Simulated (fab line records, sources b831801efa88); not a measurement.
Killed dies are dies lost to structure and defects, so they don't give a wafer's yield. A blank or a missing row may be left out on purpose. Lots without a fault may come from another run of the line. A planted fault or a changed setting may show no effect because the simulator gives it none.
fab line records | flow sky130
record lots=6 wafers=18 last_day=50
route steps=708 shown POLY_GATE@234 LDD_N@237 PAD_OPEN@708
lots that met no fault: from a run of the same line without faults
start_h: hours from the record's first day to the start of the lot's first wafer shown | wait_h: hours since the lot's step before | " the same as in the row above | L1.1+2: a row that stands for several wafers | - no value, or no start given | * or withheld: withheld | < > ~ a bound
route shown NAME@n: a module of which the file shows steps, and the number in the route of the first | usual: mean/standard deviation of fault-free wafers | same: alike in all rows | chamber/n: place in a boat | sites: the reading at each site | _std_site: their standard deviation | _edge_site: outer sites' mean less inner sites' | radius_mm: how far each site lies from the wafer's centre | mask NAME#n: copy n | behind: the tool/chamber that last shaped the wafer | hold: why the lot was held/for how many hours/how that ended | device: the transistor (n, p or np) that didn't switch | end of line: the same wafers' tests at the end of the route | a step without rows: its recipe alone | killed: dies lost to structure and defects at the first sort, not the wafer's yield | map: a wafer's dies, x killed, . not, _ none there
set.NAME: the setting as run; set.NAME@STEP: as run at that earlier step | model.NAME: the simulator's own value behind a step, which no gauge read
lots at some steps of the route; a table a step, a row a wafer
services: from which hour (start_h, from the record's first day; less than 0 if before it) a tool's chamber was out of use, for how many hours, and why
## steps
# step SKY_POLY_GATE_OXIDATION_20
# recipe temp_c=850 ambient=O2 stabilise_s=600 purge_s=300 target_thk_a=40 ox_time_s=899
# step SKY_POLY_GATE_THK_MEAS_21
# recipe reads=SiO2_of_POLY_GATE_OXIDATION_20
# usual POLY_GATE_OXIDATION_THK=4.03/0.085
# columns lot.wafer tool chamber start_h wait_h POLY_GATE_OXIDATION_THK[nm]
L598.1 film_metro-04 - 400.45 0.0 4.05
L598.3 " - " " 4.13
L598.6 " - " " 3.98
L604.3 film_metro-04 - 457.91 0.0 4.17
L604.4 " - " " 4.09
L604.5 " - " " 4.09
L605.2 film_metro-01 - 462.42 0.0 4.09
L605.3 " - " " 4.11
L605.6 " - " " 4.18
L607.2 film_metro-03 - 481.22 0.0 4.18
L607.4 " - " " 4.16
L607.5 " - " " 4.18
L611.3 film_metro-03 - 518.53 0.0 3.91
L611.4 " - " " 3.93
L611.6 " - " " 3.89
L618.1 film_metro-01 - 582.65 0.0 4.01
L618.2 " - " " 4.05
L618.6 " - " " 3.98
# step SKY_POLY_GATE_CD_MEAS_22
# usual cd_nm=150/3.6
# columns lot.wafer tool chamber start_h wait_h cd_nm
L598.1 cd_sem-02 - 400.51 0.1 156
L598.3 " - " " 148
L598.6 " - " " 151
L604.3 cd_sem-02 - 458.01 0.1 149
L604.4 " - " " 151
L604.5 " - " " 153
L605.2 cd_sem-02 - 462.50 0.1 149
L605.3 " - " " 151
L605.6 " - " " 153
L607.2 cd_sem-02 - 481.30 0.1 150
L607.4 " - " " 152
L607.5 " - " " 151
L611.3 cd_sem-02 - 518.63 0.1 153
L611.4 " - " " 156
L611.6 " - " " 154
L618.1 cd_sem-01 - 582.71 0.1 152
L618.2 " - " " 146
L618.6 " - " " 150
# step SKY_LDD_N_DEHYDRATE_00
# recipe temp_c=200 time_s=60
# step SKY_LDD_N_HMDS_01
# recipe prime_time_s=60 prime_temp_c=120
# step SKY_LDD_N_COAT_02
# recipe resist=NOVOLAK spin_rpm=3000 resist_thk_nm=300
# step SKY_LDD_N_SOFTBAKE_03
# recipe temp_c=90 time_s=60 resist=NOVOLAK
# step SKY_LDD_N_EXPOSE_04
# recipe mask_id=NTM target_cd_nm=840 na=0.6 source_shape=conventional sigma_outer=0.6 dose_mj=110
# step SKY_LDD_N_PEB_05
# recipe temp_c=withheld time_s=* resist=NOVOLAK
# step SKY_LDD_N_DEVELOP_06
# recipe develop_time_s=60 dev_temp_c=23
# step SKY_LDD_N_OVL_MEAS_07
# usual LDD_N_OVL=0.0/1.3
# columns lot.wafer tool chamber start_h wait_h LDD_N_OVL[nm]
L598.1 overlay-01 - 429.72 0.1 0.2
L598.3 " - " " 0.2
L598.6 " - " " -0.6
L604.3 overlay-02 - 487.43 0.1 0.1
L604.4 " - " " 0.2
L604.5 " - " " -0.4
L605.2 overlay-02 - 492.72 0.1 1.4
L605.3 " - " " 0.1
L605.6 " - " " 1.0
L607.2 overlay-02 - 511.69 0.1 -1.2
L607.4 " - " " -2.4
L607.5 " - " " -1.1
L611.3 overlay-01 - 548.03 0.1 0.0
L611.4 " - " " 0.8
L611.6 " - " " 2.4
L618.1 overlay-02 - 611.86 0.1 2.3
L618.2 " - " " -0.9
L618.6 " - " " -0.1
# step SKY_LDD_N_IMPLANT_08
# recipe species=As energy_kev=20 dose_cm2=7.5e+13 tilt_deg=withheld rotation_deg=23
# step SKY_LDD_N_IMPLANT_09
# recipe species=As energy_kev=20 dose_cm2=7.5e+13 tilt_deg=withheld rotation_deg=113
# usual dose_ions_cm2=7.499e+13/8e+10 faraday_current_uA=423/8.9
# columns lot.wafer tool chamber start_h wait_h dose_ions_cm2 faraday_current_uA
L598.1 implanter-04 0 429.91 0.1 7.498e+13 437
L598.3 " 0 " " 7.5e+13 421
L598.6 " 0 " " 7.494e+13 417
L604.3 implanter-04 0 487.66 0.1 7.505e+13 427
L604.4 " 0 " " 7.495e+13 426
L604.5 " 0 " " 7.509e+13 436
L605.2 implanter-04 0 492.92 0.1 6.405e+13 368
L605.3 " 0 " " 6.403e+13 371
L605.6 " 0 " " 6.399e+13 360
L607.2 implanter-04 0 511.89 0.1 6.402e+13 358
L607.4 " 0 " " 6.411e+13 360
L607.5 " 0 " " 6.399e+13 350
L611.3 implanter-01 0 548.26 0.1 7.491e+13 415
L611.4 " 0 " " 7.486e+13 434
L611.6 " 0 " " 7.51e+13 423
L618.1 implanter-04 0 612.05 0.1 7.487e+13 401
L618.2 " 0 " " 7.503e+13 425
L618.6 " 0 " " 7.487e+13 417
# step SKY_LDD_N_IMPLANT_10
# recipe species=As energy_kev=20 dose_cm2=7.5e+13 tilt_deg=withheld rotation_deg=203
# step SKY_LDD_N_IMPLANT_11
# recipe species=As energy_kev=20 dose_cm2=7.5e+13 tilt_deg=withheld rotation_deg=293
# step SKY_LDD_N_IMPLANT_12
# recipe species=BF2 energy_kev=50 dose_cm2=5e+12 tilt_deg=30 rotation_deg=0
# step SKY_LDD_N_IMPLANT_13
# recipe species=BF2 energy_kev=50 dose_cm2=5e+12 tilt_deg=30 rotation_deg=90
# step SKY_LDD_N_IMPLANT_14
# recipe species=BF2 energy_kev=50 dose_cm2=5e+12 tilt_deg=30 rotation_deg=180
# step SKY_LDD_N_IMPLANT_15
# recipe species=BF2 energy_kev=50 dose_cm2=5e+12 tilt_deg=30 rotation_deg=270
# step SKY_LDD_N_STRIP_16
# recipe chemistry=O2/N2 power_w=1400 pressure_mtorr=1500 platen_temp_c=withheld o2_flow_sccm=3000 n2_flow_sccm=300 overash_fraction=0.5
# usual drypump_motor_current_A=5.9/0.44 oes_product_au=0.406/0.0042 strip_time_to_endpoint_s=4.314/0.014
# columns lot.wafer tool chamber start_h wait_h drypump_motor_current_A oes_product_au rf_hours_counter_h strip_time_to_endpoint_s
L598.1 plasma_asher-01 0 430.96 0.1 5.2 0.408 0 4.285
L598.3 " 1 " " 5.2 0.407 - 4.298
L598.6 " 0 " " 5.2 0.405 - 4.308
L604.3 plasma_asher-04 1 488.69 0.1 6.1 0.409 - 4.312
L604.4 " 0 " " 6.1 0.410 - 4.332
L604.5 " 1 " " 6.1 0.403 - 4.310
L605.2 plasma_asher-03 0 493.95 0.1 5.9 0.415 38 4.296
L605.3 " 1 " " 6.5 0.406 - 4.288
L605.6 " 0 " " 5.9 0.407 - 4.283
L607.2 plasma_asher-03 0 512.92 0.1 5.9 0.400 40 4.246
L607.4 " 1 " " 6.5 0.410 - 4.284
L607.5 " 1 " " 6.5 0.406 - 4.272
L611.3 plasma_asher-04 0 549.29 0.1 6.0 0.405 - 4.298
L611.4 " 1 " " 6.1 0.405 - 4.320
L611.6 " 0 " " 6.1 0.405 - 4.289
L618.1 plasma_asher-01 1 613.10 0.1 5.2 0.404 20 4.309
L618.2 " 0 " " 5.2 0.409 20 4.300
L618.6 " 1 " " 5.2 0.405 - 4.297
# step SKY_LDD_N_TW_MEAS_17
# usual LDD_N_TW=2594/19
# columns lot.wafer tool chamber start_h wait_h LDD_N_TW
L598.1 film_metro-02 - 431.06 0.1 2580
L598.3 " - " " 2597
L598.6 " - " " 2590
L604.3 film_metro-02 - 488.78 0.1 2561
L604.4 " - " " 2549
L604.5 " - " " 2582
L605.2 film_metro-03 - 494.06 0.1 2598
L605.3 " - " " 2586
L605.6 " - " " 2595
L607.2 film_metro-03 - 513.03 0.1 2584
L607.4 " - " " 2594
L607.5 " - " " 2598
L611.3 film_metro-02 - 549.38 0.1 2582
L611.4 " - " " 2598
L611.6 " - " " 2576
L618.1 film_metro-02 - 613.20 0.1 2582
L618.2 " - " " 2561
L618.6 " - " " 2577
# step SKY_PAD_OPEN_PROBE_99
# usual killed_at_M0_to_M3=42/6.9 killed_at_M4_up=3.2/1.7 killed_at_contacts=25/5.1 killed_at_front_end=15/4.5 killed_at_other=0.4/0.63 killed_dies=86/9.3 killed_open=46/7 killed_short=39/6.9
# same gross_dies=492 killed_at_back_side=0
# columns lot.wafer tool chamber start_h wait_h killed_at_M0_to_M3 killed_at_M4_up killed_at_contacts killed_at_front_end killed_at_other killed_dies killed_open killed_short model.etest.tip_n.rs_ohm_sq
L598.1 prober-02 - 1096.49 0.1 51 5 26 18 0 100 58 42 444.6
L598.3 prober-02 - 1096.59 0.2 46 4 31 19 0 100 54 46 446.2
L598.6 prober-02 - 1096.74 0.2 49 3 23 21 1 97 52 45 445
L604.3 prober-01 - 1132.18 0.2 34 5 19 18 1 77 32 43 443.2
L604.4 prober-01 - 1132.23 0.2 45 5 36 5 1 92 52 39 441.8
L604.5 prober-01 - 1132.28 0.2 47 1 28 14 3 93 53 40 442.9
L605.2 prober-02 - 1138.60 0.1 54 5 25 18 1 103 57 44 450.4
L605.3 prober-02 - 1138.65 0.2 50 2 27 14 0 93 55 37 448.2
L605.6 prober-02 - 1138.80 0.2 50 3 22 17 1 93 52 38 451.9
L607.2 prober-01 - 1149.68 0.1 32 4 25 13 2 76 39 37 450.4
L607.4 prober-01 - 1149.78 0.2 38 3 23 16 0 80 47 33 454.8
L607.5 prober-01 - 1149.83 0.2 42 2 23 12 1 80 47 33 457.5
L611.3 prober-02 - 1171.82 0.2 53 2 21 16 1 93 55 37 443.6
L611.4 prober-02 - 1171.87 0.2 47 1 22 15 0 85 56 29 443.3
L611.6 prober-02 - 1171.97 0.2 39 7 25 18 0 89 47 42 441.6
L618.1 prober-02 - 1206.99 0.1 39 2 34 11 1 87 39 47 447.9
L618.2 prober-02 - 1207.04 0.1 47 3 29 8 0 87 46 41 446.7
L618.6 prober-02 - 1207.24 0.2 43 4 11 11 0 69 42 27 444.3
# killed by level:class
L598.1 VIA1:geometric_particle:open=16 LI_CONTACT:geometric_particle:open=10 VIA3:geometric_particle:open=9 CONTACT:geometric_particle:short=7 VIA2:geometric_particle:open=5 CONTACT:geometric_particle:open=5 METAL2:geometric_particle:short=5 METAL1:geometric_particle:short=5
L598.3 CONTACT:geometric_particle:open=13 VIA1:geometric_particle:open=12 CONTACT:geometric_particle:short=8 POLY_GATE:geometric_particle:open=5 METAL1:geometric_particle:short=5 METAL2:geometric_particle:short=5 VIA2:geometric_particle:open=5 VIA3:geometric_particle:open=5
L598.6 VIA1:geometric_particle:open=11 LI_CONTACT:geometric_particle:open=10 FIELD_ISO:geometric_particle:open=6 CONTACT:geometric_particle:open=6 METAL2:geometric_particle:short=6 POLY_GATE:geometric_particle:short=5 METAL1:geometric_particle:short=5 VIA1:geometric_particle:short=4
L604.3 CONTACT:geometric_particle:open=8 FIELD_ISO:geometric_particle:short=7 VIA1:geometric_particle:open=6 METAL2:geometric_particle:short=6 CONTACT:geometric_particle:short=5 METAL3:geometric_particle:short=5 VIA3:geometric_particle:open=5 LOCAL_INTERCONNECT:geometric_particle:short=4
L604.4 VIA1:geometric_particle:open=14 CONTACT:geometric_particle:open=12 LI_CONTACT:geometric_particle:open=9 CONTACT:geometric_particle:short=8 VIA2:geometric_particle:open=7 METAL1:geometric_particle:short=5 VIA3:geometric_particle:open=4 VIA1:geometric_particle:short=4
L604.5 CONTACT:geometric_particle:open=12 VIA1:geometric_particle:open=12 VIA3:geometric_particle:open=10 METAL2:geometric_particle:short=9 CONTACT:geometric_particle:short=8 LI_CONTACT:geometric_particle:open=5 VIA2:geometric_particle:open=4 FIELD_ISO:geometric_particle:open=3
L605.2 CONTACT:geometric_particle:open=12 METAL1:geometric_particle:short=9 VIA1:geometric_particle:open=9 VIA2:geometric_particle:open=8 METAL2:geometric_particle:short=7 VIA2:geometric_particle:short=7 VIA3:geometric_particle:open=6 FIELD_ISO:geometric_particle:open=5
L605.3 CONTACT:geometric_particle:open=10 VIA1:geometric_particle:open=10 LI_CONTACT:geometric_particle:open=8 VIA2:geometric_particle:open=7 VIA1:geometric_particle:short=6 VIA3:geometric_particle:open=6 VIA2:geometric_particle:short=5 FIELD_ISO:geometric_particle:short=4
L605.6 VIA1:geometric_particle:open=16 VIA2:geometric_particle:open=9 CONTACT:geometric_particle:open=8 METAL1:geometric_particle:short=6 POLY_GATE:geometric_particle:open=5 LI_CONTACT:geometric_particle:open=5 CONTACT:geometric_particle:short=5 VIA3:geometric_particle:open=5
L607.2 VIA1:geometric_particle:open=11 CONTACT:geometric_particle:short=7 LI_CONTACT:geometric_particle:open=6 VIA3:geometric_particle:open=6 LOCAL_INTERCONNECT:geometric_particle:short=5 FIELD_ISO:geometric_particle:short=4 CONTACT:geometric_particle:open=4 VIA1:geometric_particle:short=4
L607.4 VIA1:geometric_particle:open=9 LI_CONTACT:geometric_particle:open=7 CONTACT:geometric_particle:open=7 FIELD_ISO:geometric_particle:open=6 VIA2:geometric_particle:open=6 FIELD_ISO:geometric_particle:short=5 LOCAL_INTERCONNECT:geometric_particle:short=5 VIA1:geometric_particle:short=5
L607.5 LI_CONTACT:geometric_particle:open=10 VIA1:geometric_particle:open=10 FIELD_ISO:geometric_particle:open=7 VIA1:geometric_particle:short=7 VIA3:geometric_particle:open=6 CONTACT:geometric_particle:open=5 CONTACT:geometric_particle:short=4 METAL1:geometric_particle:short=4
L611.3 VIA2:geometric_particle:open=11 LI_CONTACT:geometric_particle:open=10 VIA1:geometric_particle:open=9 CONTACT:geometric_particle:open=6 METAL3:geometric_particle:short=6 VIA3:geometric_particle:open=6 METAL2:geometric_particle:short=5 VIA3:geometric_particle:short=5
L611.4 CONTACT:geometric_particle:open=10 VIA1:geometric_particle:open=10 FIELD_ISO:geometric_particle:open=9 METAL2:geometric_particle:short=9 LI_CONTACT:geometric_particle:open=7 VIA2:geometric_particle:open=7 METAL1:geometric_particle:short=5 VIA3:geometric_particle:open=5
L611.6 VIA1:geometric_particle:open=15 CONTACT:geometric_particle:open=11 METAL2:geometric_particle:short=8 FIELD_ISO:geometric_particle:short=7 LI_CONTACT:geometric_particle:open=6 CONTACT:geometric_particle:short=5 METAL4:geometric_particle:short=5 VIA1:geometric_particle:short=5
L618.1 CONTACT:geometric_particle:short=11 VIA1:geometric_particle:open=10 CONTACT:geometric_particle:open=9 METAL1:geometric_particle:short=8 LI_CONTACT:geometric_particle:short=5 VIA2:geometric_particle:open=5 LI_CONTACT:geometric_particle:open=4 LOCAL_INTERCONNECT:geometric_particle:short=4
L618.2 CONTACT:geometric_particle:open=13 VIA3:geometric_particle:short=8 VIA1:geometric_particle:open=7 CONTACT:geometric_particle:short=6 POLY_GATE:geometric_particle:open=5 VIA3:geometric_particle:open=5 LI_CONTACT:geometric_particle:open=4 LOCAL_INTERCONNECT:geometric_particle:short=4
L618.6 VIA1:geometric_particle:open=13 CONTACT:geometric_particle:open=7 METAL1:geometric_particle:short=7 VIA2:geometric_particle:open=5 VIA3:geometric_particle:open=5 FIELD_ISO:geometric_particle:open=3 POLY_GATE:geometric_particle:open=3 VIA3:geometric_particle:short=3
## services
# columns tool chamber start_h hours kind
plasma_asher-03 - 405.95 3.6 repair
implanter-01 - 411.15 2.0 repair
implanter-04 - 414.50 3.7 repair
plasma_asher-01 - 421.25 9.0 pm
plasma_asher-01 0 421.25 9.0 vent_cycle
plasma_asher-01 1 421.25 9.0 vent_cycle
plasma_asher-01 0 430.25 - clean
plasma_asher-01 1 430.25 - clean
plasma_asher-04 - 436.79 7.9 repair
plasma_asher-04 - 478.81 6.4 repair
plasma_asher-04 - 493.44 28.1 pm
implanter-01 - 506.08 17.3 repair
implanter-04 - 507.39 0.7 repair
implanter-04 - 525.73 10.4 repair
implanter-04 - 541.41 10.4 pm
plasma_asher-01 - 565.73 2.4 repair
implanter-04 - 572.89 1.0 repair
plasma_asher-03 - 584.37 3.5 repair
implanter-04 - 607.10 2.8 pm
## key
first_sign step=SKY_LDD_N_IMPLANT_09 reading=dose_ions_cm2 direction=down sigmas=99+ usual=* struck=*
effect step=SKY_LDD_N_IMPLANT_09 reading=faraday_current_uA direction=down sigmas=7 usual=423 struck=361
effect step=SKY_LDD_N_STRIP_16 reading=strip_time_to_endpoint_s direction=down sigmas=2.6 usual=* struck=*
model_effect step=SKY_PAD_OPEN_PROBE_99 value=etest.tip_n.rs_ohm_sq without=441.8 struck=452.2
met_at SKY_LDD_N_IMPLANT_09
struck_wafers L605.2,L605.3,L605.6,L607.2,L607.4,L607.5
tester_left_out L605,L607
onset_between 487.66 492.92
fault kind=process_parameter_drift tool=implanter-04 chamber=- onset_h=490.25 steps=SKY_LDD_N_IMPLANT_09 channel=dose_cm2 offset=* shape=step end_h=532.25 acts_in=* stated=*
# tester_left_out: of these lots the tester's yield and bins aren't shown, on N5 and GAA mostly nor the transistor test; their killed dies are dies lost to structure and defects alone, not to doping, threshold or leakage, so they don't give the yield
